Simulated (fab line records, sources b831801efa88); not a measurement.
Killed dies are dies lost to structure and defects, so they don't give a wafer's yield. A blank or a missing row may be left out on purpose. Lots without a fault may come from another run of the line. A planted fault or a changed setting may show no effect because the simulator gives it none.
Split-lot experiment | flow sfq_line | 5 lots, 23 wafers read, on a route of 325 steps

THE SPLIT
At SFQ_TRILAYER_I3_VIA_LITHO_COAT_085 (resist thk 650 nm), the setting spin_rpm was moved away from the recipe's 3000 rpm on 9 of the 23 wafers read, by -3.6% to +6.9%. The other wafers ran this setting at the recipe's value.

FROM THE SPLIT TO THE READING: what the file shows between them, 1 step
- SFQ_TRILAYER_I3_VIA_BARC_OPEN_VIA_ETCH_121: etches BARC in O2, target depth 125 nm, time 41.7 s (also split here: time_s)

THE READING
KrF_of_TRILAYER_I3_VIA_LITHO_COAT_085.thk_nm (the simulator's own value, which no gauge read), in nm, at SFQ_TRILAYER_I3_VIA_ETCH_VIA_ETCH_088 (etches SiO2 in CHF3, stops on Nb, target depth 260 nm). The file gives no usual value for it. The 14 wafers here that ran the recipe average 529.9 nm, standard deviation 3.5 nm.

wafer  | tool, chamber at the split | spin_rpm as run, rpm | against the recipe | KrF_of_TRILAYER_I3_VIA_LITHO_COAT_085.thk_nm, nm | against lot-mates on the recipe
L075.1 | litho_track-02, 0          | 3000                 | recipe             | 529.7                                            | -
L075.3 | litho_track-02, 0          | 3000                 | recipe             | 529.3                                            | -
L075.6 | litho_track-02, 0          | 3000                 | recipe             | 528.5                                            | -
L076.1 | litho_track-02, 0          | 2891                 | -3.6%              | 548.8                                            | +14.7
L076.2 | litho_track-02, 0          | 3000                 | recipe             | 528.4                                            | -
L076.3 | litho_track-02, 0          | 3000                 | recipe             | 540.6                                            | -
L076.4 | litho_track-02, 0          | 3000                 | recipe             | 533.3                                            | -
L076.5 | litho_track-02, 0          | 2891                 | -3.6%              | 545.3                                            | +11.2
L079.1 | litho_track-03, 0          | 3000                 | recipe             | 527.3                                            | -
L079.2 | litho_track-03, 0          | 3000                 | recipe             | 527.4                                            | -
L079.4 | litho_track-03, 0          | 3207                 | +6.9%              | 503.2                                            | -24.1
L079.5 | litho_track-03, 0          | 3207                 | +6.9%              | 508.9                                            | -18.4
L079.6 | litho_track-03, 0          | 3207                 | +6.9%              | 506.3                                            | -21.0
L082.1 | litho_track-03, 0          | 3090                 | +3.0%              | 520.1                                            | -7.1
L082.3 | litho_track-03, 0          | 3000                 | recipe             | 527.1                                            | -
L082.4 | litho_track-03, 0          | 3000                 | recipe             | 526.6                                            | -
L082.5 | litho_track-03, 0          | 3000                 | recipe             | 528                                              | -
L082.6 | litho_track-03, 0          | 3090                 | +3.0%              | 520.9                                            | -6.3
L085.1 | litho_track-02, 0          | 3000                 | recipe             | 529.4                                            | -
L085.3 | litho_track-02, 0          | 3089                 | +3.0%              | 520.8                                            | -9.8
L085.4 | litho_track-02, 0          | 3089                 | +3.0%              | 519                                              | -11.6
L085.5 | litho_track-02, 0          | 3000                 | recipe             | 529.8                                            | -
L085.6 | litho_track-02, 0          | 3000                 | recipe             | 532.7                                            | -

THE FIT
A straight line over all 23 wafers: KrF_of_TRILAYER_I3_VIA_LITHO_COAT_085.thk_nm changes by -3.66 nm for each +1% of spin_rpm; r = -0.95; the points scatter about the line by 3.3 nm.
The same after taking each lot's own level away (the mean of its wafers on the recipe; 23 wafers): -3.15 nm for each +1%; r = -0.96; scatter 2.5 nm.
On that fit, the largest move of spin_rpm shifts the reading by 22 nm.
The lots' own levels span 527.23 to 534.10 nm, that is 1.9 times the standard deviation above.
So the lot-to-lot level changes the slope: the two fits differ.
Check: with one of the wafers moved furthest among these (+6.9%) left out of the fit, the line predicts -20.6 nm for it against its lot-mates. It came out at -24.1 nm against them.

OTHER SPLITS ON THESE WAFERS
These wafers also went through other splits before the reading. Each is held against what the fit with the lots' levels taken away leaves over:
other split on the same wafers                    | wafers away from the commonest value | r with KrF_of_TRILAYER_I3_VIA_LITHO_COAT_085.thk_nm (lot level and that fit taken away)
SFQ_TRILAYER_I2_VIA_LITHO_EXPOSE_068 dose_mj      | 9                                    | +0.12
SFQ_TRILAYER_M3_LITHO_EXPOSE_076 dose_mj          | 10                                   | +0.10
SFQ_TRILAYER_I3_VIA_BARC_OPEN_VIA_ETCH_121 time_s | 6                                    | -0.49

THE WHOLE CHAIN: every reading that the file lists as answering this split, in the file's order
step                                       | what it does                                          | reading                                                                                       | change (the file's fit)              | r (the file's)
SFQ_TRILAYER_I3_VIA_LITHO_COAT_085         | resist thk 650 nm                                     | KrF_of_TRILAYER_I3_VIA_LITHO_COAT_085.thk_nm (the simulator's own value, which no gauge read) | -2.92 nm for each +1% of the setting | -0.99
SFQ_TRILAYER_I3_VIA_BARC_OPEN_VIA_ETCH_121 | etches BARC in O2, target depth 125 nm, time 41.7 s   | KrF_of_TRILAYER_I3_VIA_LITHO_COAT_085.thk_nm (the simulator's own value, which no gauge read) | -3.16 nm for each +1% of the setting | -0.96
SFQ_TRILAYER_I3_VIA_ETCH_VIA_ETCH_088      | etches SiO2 in CHF3, stops on Nb, target depth 260 nm | KrF_of_TRILAYER_I3_VIA_LITHO_COAT_085.thk_nm (the simulator's own value, which no gauge read) | -3.12 nm for each +1% of the setting | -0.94

THE FILE'S OWN FIT
KrF_of_TRILAYER_I3_VIA_LITHO_COAT_085.thk_nm changes by -3.12 nm for each +1% of spin_rpm, r = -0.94.
